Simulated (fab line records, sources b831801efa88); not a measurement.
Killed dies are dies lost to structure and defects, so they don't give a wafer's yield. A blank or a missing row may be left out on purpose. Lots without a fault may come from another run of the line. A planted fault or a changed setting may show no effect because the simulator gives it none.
Which tool did it? | flow sky130 | 14 lots, 41 wafers sampled, at 5 steps of a route of 708

WHAT THE GAUGES READ, wafer by wafer
SKY_PAD_OPEN_BOW_MEAS_13.
lot  | measured     | on            | PAD_OPEN_BOW (um)
L343 | day 47 13:49 | film_metro-04 | 54 52 47
L344 | day 47 20:13 | film_metro-01 | 33 33 44
L346 | day 48 06:51 | film_metro-01 | 31 56 52
L349 | day 48 08:30 | film_metro-01 | 52 35
L352 | day 48 11:32 | film_metro-01 | 53
L356 | day 48 17:13 | film_metro-03 | 50 47 61
L355 | day 48 19:26 | film_metro-04 | 48 31 43
L357 | day 52 04:56 | film_metro-03 | 58 51 67
L361 | day 52 13:19 | film_metro-01 | 58 55 63
L363 | day 52 15:49 | film_metro-03 | 49 43 49
L359 | day 52 17:02 | film_metro-04 | 56 46 34
L364 | day 52 17:22 | film_metro-03 | 43 46 31
L366 | day 52 18:32 | film_metro-04 | 56 51 56
L362 | day 52 20:05 | film_metro-03 | 50 39 44

WHICH TOOL RAN EACH LOT (tool, then ch and the chambers of the sampled wafers, then the start)
lot  | SKY_METAL5_DESCUM_14              | SKY_PASSIVATION_CVD_02          | SKY_PASSIVATION_ETCH_11            | SKY_PASSIVATION_STRIP_12
L343 | rie_metal-02 ch 0,1, day 45 15:13 | pecvd-03 ch 1,2, day 45 16:13   | rie_diel-04 ch 2,3, day 46 14:00   | plasma_asher-01 ch 1, day 46 14:06
L344 | rie_metal-03 ch 0, day 45 19:54   | pecvd-03 ch 0,1,2, day 45 21:35 | rie_diel-02 ch 0,1,3, day 46 19:39 | plasma_asher-01 ch 0,1, day 46 19:45
L346 | rie_metal-02 ch 0,1, day 46 07:25 | pecvd-02 ch 0,1,2, day 46 08:23 | rie_diel-02 ch 1,2,3, day 47 06:30 | plasma_asher-01 ch 1, day 47 06:36
L349 | rie_metal-01 ch 0,1, day 46 10:40 | pecvd-04 ch 0,2, day 46 11:37   | rie_diel-02 ch 0,2,3, day 47 08:34 | plasma_asher-04 ch 0,1, day 47 08:41
L352 | rie_metal-01 ch 0,1, day 46 11:10 | pecvd-03 ch 0,1, day 46 12:40   | rie_diel-02 ch 0,2, day 47 11:04   | plasma_asher-01 ch 0, day 47 11:13
L356 | rie_metal-03 ch 0,1, day 46 18:11 | pecvd-02 ch 0,1,2, day 46 19:35 | rie_diel-01 ch 1,2, day 47 18:04   | plasma_asher-01 ch 0,1, day 47 18:13
L355 | rie_metal-01 ch 0,1, day 46 20:15 | pecvd-04 ch 1,2, day 46 21:14   | rie_diel-01 ch 0,2,3, day 47 19:33 | plasma_asher-02 ch 0,1, day 47 19:39
L357 | rie_metal-01 ch 0,1, day 50 14:43 | pecvd-03 ch 0,1, day 50 15:40   | rie_diel-04 ch 0,1,3, day 51 08:46 | plasma_asher-01 ch 1, day 51 08:53
L361 | rie_metal-01 ch 0,1, day 50 23:43 | pecvd-02 ch 0,1, day 51 00:43   | rie_diel-04 ch 0,2,3, day 51 17:42 | plasma_asher-04 ch 0,1, day 51 17:49
L363 | rie_metal-03 ch 1, day 51 02:37   | pecvd-04 ch 1,2, day 51 03:50   | rie_diel-02 ch 2,3, day 51 21:01   | plasma_asher-04 ch 0, day 51 21:08
L359 | rie_metal-02 ch 0,1, day 51 03:31 | pecvd-02 ch 0,2, day 51 04:28   | rie_diel-04 ch 0,1,3, day 51 21:24 | plasma_asher-01 ch 0,1, day 51 21:31
L364 | rie_metal-01 ch 0,1, day 51 03:40 | pecvd-03 ch 0,2, day 51 04:43   | rie_diel-02 ch 1,2,3, day 51 22:18 | plasma_asher-04 ch 0,1, day 51 22:23
L366 | rie_metal-01 ch 0,1, day 51 05:21 | pecvd-04 ch 1,2, day 51 06:22   | rie_diel-02 ch 1,2,3, day 51 23:18 | plasma_asher-02 ch 0,1, day 51 23:24
L362 | rie_metal-02 ch 0,1, day 51 06:27 | pecvd-02 ch 0,2, day 51 07:25   | rie_diel-04 ch 0,3, day 52 00:36   | plasma_asher-02 ch 0,1, day 52 00:43
- SKY_METAL5_DESCUM_14: chemistry O2, time 11 s.
- SKY_PASSIVATION_CVD_02: deposits Si3N4, target thk 540 nm.
- SKY_PASSIVATION_ETCH_11: etches the open film in CF4/O2, stops on AlCu, target depth 725 nm, time 161.1 s.
- SKY_PASSIVATION_STRIP_12: strips in O2/N2.

WHAT THE TOOLS THEMSELVES READ (means of the sampled wafers that have a number; where no wafer has one, the mark that the record gives instead)
SKY_METAL5_DESCUM_14.
lot  | tool         | drypump_motor_current_A (A) | oes_product_au (a.u.) | temp_c (C)
L343 | rie_metal-02 | 5.8                         | 0.992                 | 40.00
L344 | rie_metal-03 | 5.7                         | 1.023                 | 39.97
L346 | rie_metal-02 | 5.8                         | 1.003                 | 39.99
L349 | rie_metal-01 | 5.2                         | 1.008                 | 39.94
L352 | rie_metal-01 | 5.2                         | 1.008                 | 40.02
L356 | rie_metal-03 | 5.5                         | 1.003                 | 40.00
L355 | rie_metal-01 | 5.2                         | 1.011                 | 39.85
L357 | rie_metal-01 | 5.1                         | 1.005                 | 40.02
L361 | rie_metal-01 | 5.1                         | 1.007                 | 39.95
L363 | rie_metal-03 | 5.0                         | 0.992                 | 40.07
L359 | rie_metal-02 | 5.7                         | 1.003                 | 40.03
L364 | rie_metal-01 | 5.2                         | 1.008                 | 40.14
L366 | rie_metal-01 | 5.2                         | 1.005                 | 39.90
L362 | rie_metal-02 | 5.6                         | 1.003                 | 39.96

SKY_PASSIVATION_CVD_02.
lot  | tool     | heater_power_outer_w (W) | heater_power_w (W)
L343 | pecvd-03 | 412                      | 679
L344 | pecvd-03 | 453                      | 731
L346 | pecvd-02 | 408                      | 700
L349 | pecvd-04 | 419                      | 676
L352 | pecvd-03 | 372                      | 624
L356 | pecvd-02 | 420                      | 728
L355 | pecvd-04 | 452                      | 779
L357 | pecvd-03 | 414                      | 683
L361 | pecvd-02 | 414                      | 697
L363 | pecvd-04 | 417                      | 701
L359 | pecvd-02 | 432                      | 703
L364 | pecvd-03 | 477                      | 754
L366 | pecvd-04 | 441                      | 748
L362 | pecvd-02 | 454                      | 737

SKY_PASSIVATION_ETCH_11.
lot  | tool        | O2_flow_sccm (sccm) | drypump_motor_current_A (A) | oes_product_au (a.u.) | throttle_valve_pct (%)
L343 | rie_diel-04 | 9.97                | 6.3                         | 0.976                 | 5.960
L344 | rie_diel-02 | 10.00               | 5.2                         | 0.980                 | 5.970
L346 | rie_diel-02 | 10.00               | 5.1                         | 0.975                 | 5.970
L349 | rie_diel-02 | 10.04               | 5.1                         | 0.951                 | 5.960
L352 | rie_diel-02 | 9.99                | 4.9                         | 0.933                 | 5.953
L356 | rie_diel-01 | 9.99                | 5.7                         | 0.986                 | 5.959
L355 | rie_diel-01 | 9.99                | 5.2                         | 0.979                 | 5.963
L357 | rie_diel-04 | 10.00               | 6.1                         | 0.972                 | 5.972
L361 | rie_diel-04 | 10.00               | 6.1                         | 0.978                 | 5.963
L363 | rie_diel-02 | 10.02               | 4.9                         | 0.977                 | 5.969
L359 | rie_diel-04 | 10.00               | 6.1                         | 0.982                 | 5.968
L364 | rie_diel-02 | 9.98                | 5.1                         | 0.983                 | 5.964
L366 | rie_diel-02 | 9.99                | 5.1                         | 0.980                 | 5.957
L362 | rie_diel-04 | 10.00               | 5.9                         | 0.973                 | 5.970

SKY_PASSIVATION_STRIP_12.
lot  | tool            | drypump_motor_current_A (A) | oes_product_au (a.u.) | strip_time_to_endpoint_s (s)
L343 | plasma_asher-01 | 5.78                        | 0.664                 | 31.70
L344 | plasma_asher-01 | 5.81                        | 0.659                 | 31.49
L346 | plasma_asher-01 | 5.75                        | 0.659                 | 31.54
L349 | plasma_asher-04 | 5.83                        | 0.661                 | 32.02
L352 | plasma_asher-01 | 5.92                        | 0.664                 | 32.04
L356 | plasma_asher-01 | 5.82                        | 0.664                 | 31.35
L355 | plasma_asher-02 | 5.79                        | 0.661                 | 31.58
L357 | plasma_asher-01 | 5.75                        | 0.660                 | 31.39
L361 | plasma_asher-04 | 5.80                        | 0.666                 | 31.59
L363 | plasma_asher-04 | 5.81                        | 0.666                 | 31.51
L359 | plasma_asher-01 | 5.86                        | 0.659                 | 31.51
L364 | plasma_asher-04 | 5.80                        | 0.660                 | 31.56
L366 | plasma_asher-02 | 5.80                        | 0.658                 | 31.76
L362 | plasma_asher-02 | 5.78                        | 0.664                 | 31.65

THE ANSWER, worked out from the rows above alone
Rule: what is usual is taken from the lots themselves. Put in order of their means at a reading, lots are off if they are a third of the lots or fewer, leave a main group of 4 or more, and stand apart from it by a gap of 3 or more times the standard deviation of the main group's means; of several such gaps the widest counts. A main group whose means are all the same, to the digits that the tables above print for the reading, isn't used. A lot without any number at a reading at which 4 lots or more have one is off too. The other lots that the step has rows for count as sound. The gauges are gone through in route order, then the tools' own readings, and for those a lot's mean is taken as printed above. The first step at which some lot is off is used, and at that step the reading that is off furthest; a lot without a number counts as furthest.
Off: L349, L352, at SKY_PASSIVATION_ETCH_11 (oes_product_au). The main group: mean 0.978 a.u., standard deviation 0.0039.
A tool fits if, at that step or a process step before it, it ran every lot that is off, and no sound lot after the first of them. None of those tried fits.

WHAT THE SIMULATOR HAD PUT IN
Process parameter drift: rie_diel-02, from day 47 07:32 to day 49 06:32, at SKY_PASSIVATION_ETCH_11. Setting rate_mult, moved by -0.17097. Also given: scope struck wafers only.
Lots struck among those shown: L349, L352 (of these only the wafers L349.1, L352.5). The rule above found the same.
